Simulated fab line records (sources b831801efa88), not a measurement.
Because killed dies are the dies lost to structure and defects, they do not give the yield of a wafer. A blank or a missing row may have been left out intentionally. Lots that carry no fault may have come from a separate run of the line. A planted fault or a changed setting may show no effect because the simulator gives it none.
Problem report, 8D (eight disciplines) form, completed by code || flow gf180mcu || the parts of the form that need people (team, actions taken, sign-off) are left out

1. THE ISSUE
V2_CVD_02_THK at GF_V2_THK_MEAS_03 reads a mean of 1159 nm on 2 wafers of 2 lots; wafers without a fault read 852 nm with a standard deviation of 11. Measured from the usual mean, that is +28 standard deviations.
First seen on wafer L226.4, day 23 07:29, on filmMetro-04. The record has a number at this step for 35 wafers belonging to 12 lots. By rule, "out" or "out of limits" means more than 4 standard deviations away from the usual mean. All remaining wafers that have a number are taken as sound.

2. WHAT IT IS; WHAT IT IS NOT
{"question": "which readings at this step", "is": "V2_CVD_02_THK", "is not": "-"}
{"question": "which lots", "is": "L226, L229", "is not": "L217, L218, L219, L220, L221, L231, L232, L234, L236, L237"}
{"question": "which wafers of those lots", "is": "L226.4, L229.4", "is not": "L226.6, L229.3, L229.6"}
{"question": "read on which gauges", "is": "filmMetro-03, filmMetro-04", "is not": "filmMetro-01"}
{"question": "when", "is": "from day 23 07:29", "is not": "up to then (16 sound wafers); but 17 sound wafers of L229, L231, L232, L234, L236, L237 came after"}

3. THE SUSPECTS, EACH WITH WHAT RULES IT OUT
Counting: a tool at a process step up to the reading stays a suspect if it ran every lot that is out. Sound lots after the first of them don't rule it out here, since some wafers of a struck lot are sound.
- the gauge at GF_V2_THK_MEAS_03 has been ruled out. 2 gauges (filmMetro-03, filmMetro-04) read the wafers that are out.
- pvdSputter-02 at GF_V1_SPUTTER_21 (material Ti, target thk 15 nm, time 80.02 s): kept. It processed each lot that is out (first: L226, day 22 05:53); up to then, its last sound lot is L218 (day 18 20:02).
- pvdSputter-02 at GF_V1_SPUTTER_22 (material TiN, target thk 10 nm, time 40 s): kept. It processed each lot that is out (first: L226, day 22 05:57); up to then, its last sound lot is L218 (day 18 20:06).
- pecvd-03 at GF_V2_CVD_02 (deposits SiO2 from TEOS, target thk 850 nm, time 94.851 s): kept. It processed each lot that is out (first: L226, day 23 07:25); up to then, its last sound lot is L221 (day 21 05:27).
Left after counting: pvdSputter-02 at GF_V1_SPUTTER_21, pvdSputter-02 at GF_V1_SPUTTER_22, pecvd-03 at GF_V2_CVD_02.

4. THE CAUSE (what the simulator had put in)
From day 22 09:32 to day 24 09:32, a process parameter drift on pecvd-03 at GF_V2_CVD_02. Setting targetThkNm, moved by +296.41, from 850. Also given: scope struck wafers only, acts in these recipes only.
3 suspects survive the count, and this tool is in that group.

5. THE EFFECT CHAIN, in route order
One row per reading whose mean, taken over the struck wafers that have a number, lies over 3 standard deviations from the usual. Only readings whose record carries a usual standard deviation are examined. hours: median over the lots of the time between each lot's start at the first step of this table that gives one and its start at this step. sigmas: the change, counted in usual standard deviations.
{"hours": 0, "step": "GF_V2_THK_MEAS_03", "reading": "V2_CVD_02_THK", "usual": "852 nm", "on struck wafers": 1159, "change": "+307", "sigmas": "+28"}
{"hours": 0, "step": "GF_V2_CMP_04", "reading": "timeToEndpointS", "usual": "82 s", "on struck wafers": 196, "change": "+114", "sigmas": "+21"}
Process steps it contains:
- GF_V2_CMP_04: polishes SiO2.

6. HOW IT WOULD HAVE BEEN CAUGHT EARLIER
22 hours passed between the start of the fault at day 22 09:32 and the first reading out of limits at a measuring or inspecting step in this record, taken at day 23 07:29.
Of the tool readings at GF_V2_CVD_02 for which the record gives a usual standard deviation, none was out on any struck wafer, so an alarm limit of 4 standard deviations on them would not have fired.
L229, from the lots that are out (2), started GF_V2_CVD_02 on pecvd-03 later than day 23 07:29. A hold on the tool at that time would have spared it.
